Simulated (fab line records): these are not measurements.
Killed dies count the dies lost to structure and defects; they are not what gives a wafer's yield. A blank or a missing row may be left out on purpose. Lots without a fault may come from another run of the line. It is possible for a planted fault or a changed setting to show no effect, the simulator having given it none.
Problem report in the 8D (eight disciplines) form, filled by code / flow sky130 / the parts of the form that need people (team, actions taken, sign-off) are left out

1. PROBLEM STATEMENT
Wafers without a fault read 0.4, standard deviation 0.66; killedAtOther at SKY_PAD_OPEN_PROBE_99 reads a mean of 54.8 on 4 wafers belonging to 2 lots. That is +82 standard deviations from the usual mean.
The first sign was on wafer L327.3 at day 50 02:32, on prober-01. The record has a number at this step for 33 wafers belonging to 11 lots. Rule for "out", or "out of limits": more than 4 standard deviations from the usual mean. Any other wafer with a number is counted as sound.

2. WHAT IT IS; WHAT IT IS NOT
question=which readings at this step | is=killedAtOther, sort_bin_3_pad_short | is not=killed_at_M0_to_M3, killed_at_M4_up, killedAtContacts, killedAtFrontEnd, killedOpen, sort_bin_6_memory
question=which lots | is=L327, L328 | is not=L312, L319, L320, L322, L323, L324, L325, L334, L335
question=which wafers of those lots | is=L327.3, L327.5, L328.2, L328.3 | is not=L327.2, L328.5
question=read on which tools | is=prober-01, prober-02 | is not=-
question=when | is=from day 50 02:32 | is not=up to then (22 sound wafers); but 7 sound wafers of L328, L334, L335 came after

3. SUSPECTS, AND WHAT RULES EACH OUT
Counting: if a tool at a process step up to the reading ran every lot that is out, it stays a suspect. Sound lots after the first of them don't rule it out here, since some wafers of a struck lot are sound.
- rieMetal-01 at SKY_CAPM_METAL_ETCH_13 (etches TiN in Cl2/BCl3, stops on SiO2, target depth 220 nm, time 62.9 s): kept. Ran every lot that is out, first one L327 (day 42 14:47); last sound lot up to then L323 (day 41 20:58).
- rieDiel-03 at SKY_METAL4_ETCH_17 (etches SiO2 in C4F8/O2/Ar, stops on TiN, time 3.9 s, target depth 15 nm): kept. Ran every lot that is out, first one L327 (day 46 14:10); last sound lot up to then L325 (day 45 23:29).
- rieDiel-04 at SKY_PASSIVATION_ETCH_11 (etches the open film in CF4/O2, stops on AlCu, target depth 725 nm, time 161.1 s): kept. Ran every lot that is out, first one L327 (day 49 05:53); last sound lot up to then L322 (day 48 09:44).
- The sound lot-mates ran in chamber 0 of rieMetal-01 at SKY_CAPM_METAL_ETCH_13, but the wafers that are out ran in chamber 1.
Left after counting: rieMetal-01 at SKY_CAPM_METAL_ETCH_13, rieDiel-03 at SKY_METAL4_ETCH_17, rieDiel-04 at SKY_PASSIVATION_ETCH_11.

4. THE CAUSE (what the simulator had put in)
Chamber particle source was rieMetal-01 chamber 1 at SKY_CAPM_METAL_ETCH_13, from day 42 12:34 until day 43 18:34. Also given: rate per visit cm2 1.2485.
Counting leaves 3 suspects; this tool is one of them.

5. SEQUENCE OF EFFECTS, ordered by route
Each row: a reading whose mean over the struck wafers that have a number lies more than 3 standard deviations from the usual. Scope: only readings with a usual standard deviation given in the record; hours: median across lots of the time from each lot's start at the first step in this table that gives one to its start at this step; sigmas: change in usual standard deviations.
hours=0; step=SKY_PAD_OPEN_PROBE_99; reading=defectLimitedYield; usual=82.3 %; on struck wafers=72.1; change=-10.2; sigmas=-4.6
hours=0; step=SKY_PAD_OPEN_PROBE_99; reading=killedAtOther; usual=0.4; on struck wafers=54.8; change=+54.4; sigmas=+82
hours=0; step=SKY_PAD_OPEN_PROBE_99; reading=killedDies; usual=87; on struck wafers=137; change=+50; sigmas=+4.6
hours=0; step=SKY_PAD_OPEN_PROBE_99; reading=sort_bin_3_pad_short; usual=0.8 %; on struck wafers=4.0; change=+3.2; sigmas=+7.4
hours=0; step=SKY_PAD_OPEN_PROBE_99; reading=sort_bin_5_function; usual=10.5 %; on struck wafers=16.9; change=+6.4; sigmas=+4.0
hours=0; step=SKY_PAD_OPEN_PROBE_99; reading=sortNPass; usual=405; on struck wafers=355; change=-50; sigmas=-4.6
hours=0; step=SKY_PAD_OPEN_PROBE_99; reading=sortYieldPct; usual=82.3 %; on struck wafers=72.1; change=-10.2; sigmas=-4.6
Here are the process steps it includes:
- SKY_PAD_OPEN_PROBE_99

6. WHAT WOULD HAVE CAUGHT IT SOONER
The fault began at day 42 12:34; the first out-of-limits reading in this record came at day 50 02:32, 182 hours later.
An alarm limit of 4 standard deviations would not have fired on the tool readings at SKY_CAPM_METAL_ETCH_13 for which the record gives a usual standard deviation, since none of them was out on any struck wafer.
Lots out: 2; all had begun SKY_CAPM_METAL_ETCH_13 on rieMetal-01 by day 50 02:32. A hold on the tool at that time would have spared none of them.
